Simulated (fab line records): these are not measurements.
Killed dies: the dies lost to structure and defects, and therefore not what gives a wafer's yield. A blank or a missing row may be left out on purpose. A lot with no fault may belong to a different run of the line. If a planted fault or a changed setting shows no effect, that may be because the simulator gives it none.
2 desks, one fault | flow gf180mcu | each desk has only its own numbers; what lay behind them comes last

## FOR THE TOOL OWNER'S DESK: cmp-02
The tool's own readings at GF_V3_CMP_26 (polishes, stops on SiO2, t overpolish 15 s, target thk 0 nm): means of the sampled wafers that have a number, for each lot that ran on this tool. Marked OUT: a lot whose mean sits more than 4 standard deviations from the usual mean, which makes it out of limits; the brackets give that distance.
Columns: A = motorCurrentA at GF_V3_CMP_26, usual 10.8 A; B = overpolishRunS at GF_V3_CMP_26, usual 15.000 s; C = retainingRingPressureFrac at GF_V3_CMP_26, usual 1.000; D = timeToEndpointS at GF_V3_CMP_26, usual 83 s
lot  | first seen here | A    | B                        | C     | D
L628 | day 24 07:01    | 9.9  | 14.994                   | 1.003 | 85
L634 | day 27 00:19    | 10.4 | 10.015 (-99 or more) OUT | 1.000 | 102 (+5.3) OUT
L635 | day 27 05:03    | 10.2 | 10.022 (-99 or more) OUT | 0.995 | 99 (+4.6) OUT
This desk's verdict: out of limits on L634, L635, starting with L634 at day 27 00:19 (overpolishRunS at GF_V3_CMP_26). L628 stayed within limits.

## METROLOGY DESK
What the gauges read for every lot (on any tool): the sampled wafers with a number, averaged. Marked OUT: a lot whose mean sits more than 4 standard deviations from the usual mean, which makes it out of limits; the brackets give that distance.
Columns: A = M3_OVL at GF_M3_OVL_MEAS_15, usual 1 nm; B = V3_W_THK at GF_V3_THK_MEAS_25, usual 349 nm
lot  | first seen here | A  | B
L623 | day 21 11:59    | 2  | 351
L624 | day 22 02:05    | 5  | 345
L628 | day 23 06:17    | 2  | 353
L634 | day 26 00:14    | -5 | 352
L635 | day 26 06:02    | 4  | 348
L636 | day 26 19:41    | 4  | 342
L638 | day 27 01:35    | 3  | 354
L637 | day 27 01:56    | -2 | 352
L639 | day 27 03:53    | 0  | 349
L641 | day 27 21:16    | 6  | 346
L640 | day 27 22:23    | -3 | 342
L644 | day 28 17:31    | 8  | 360
L645 | day 28 23:26    | 1  | 356
L646 | day 29 03:56    | 1  | 344
This desk's finding: nothing out of limits on any of the 14 lots.

## TAKEN TOGETHER
At day 27 00:19, on L634, L635, the tool owner's desk was in a position to raise an alarm.
Metrology desk: nothing out of limits seen.
The metrology desk holds a record of L634, L635, inside its limits.
Of the lots named, all ran GF_V3_CMP_26 on cmp-02.

## WHAT THE SIMULATOR HAD INSERTED
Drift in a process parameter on cmp-02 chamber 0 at GF_V3_CMP_26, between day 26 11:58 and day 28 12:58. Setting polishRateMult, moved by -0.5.
Shown lots that were struck: L634, L635.
Each desk's first reading out of limits, in hours after the fault started: the tool owner's desk, 12.
